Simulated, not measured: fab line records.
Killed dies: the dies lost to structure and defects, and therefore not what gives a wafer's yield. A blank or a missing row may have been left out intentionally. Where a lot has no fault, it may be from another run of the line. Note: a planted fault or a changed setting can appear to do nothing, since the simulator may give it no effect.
Chamber matching :: flow gf180mcu :: GF_V1_CMP_04 on cmp-01 has 4 sister chambers
The step polishes SiO2. 4 wafers are shown with their chamber, then 7 later ones without.

## WAFERS, EACH WITH ITS CHAMBER
wafer: L581.6
chamber: 1
motor-current-A (A): 14.5

wafer: L582.2
chamber: 0
motor-current-A (A): 12.2

wafer: L599.1
chamber: 2
motor-current-A (A): 10.4

wafer: L599.3
chamber: 3
motor-current-A (A): 12.0

## WAFERS WHOSE CHAMBER IS MISSING
wafer: L599.5
motor-current-A (A): 14.3

wafer: L601.1
motor-current-A (A): 11.8

wafer: L601.2
motor-current-A (A): 12.1

wafer: L601.6
motor-current-A (A): 10.4

wafer: L603.1
motor-current-A (A): 13.7

wafer: L603.2
motor-current-A (A): 11.5

wafer: L603.4
motor-current-A (A): 10.5

## THE CHAMBER EACH PASSED THROUGH
wafer: L599.5
from the rows above: 1
in truth: 1

wafer: L601.1
from the rows above: can't be placed: 3 or 0
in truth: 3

wafer: L601.2
from the rows above: can't be placed: 0 or 3
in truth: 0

wafer: L601.6
from the rows above: 2
in truth: 2

wafer: L603.1
from the rows above: can't be placed: 1 or 0
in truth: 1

wafer: L603.2
from the rows above: can't be placed: 3 or 0 or 2
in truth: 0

wafer: L603.4
from the rows above: 2
in truth: 2
Placed correctly: 3 of 7. From these rows, 4 cannot be placed; in 4 the true chamber is one of the candidates. Wrongly placed: 0.
How it was worked out, from the rows above alone: a wafer's distance from a chamber is the root of the sum, over the readings, of the square of ((its reading less the chamber's mean) divided by the reading's scatter). The wafer belongs to the nearest chamber; if the next one is less than 2 further off, it can't be placed. The mean given for a chamber averages the wafers shown for that chamber. The scatter (one wafer shown for each chamber): square how far every hidden wafer sits from the nearest shown wafer, average those squares and take the square root.
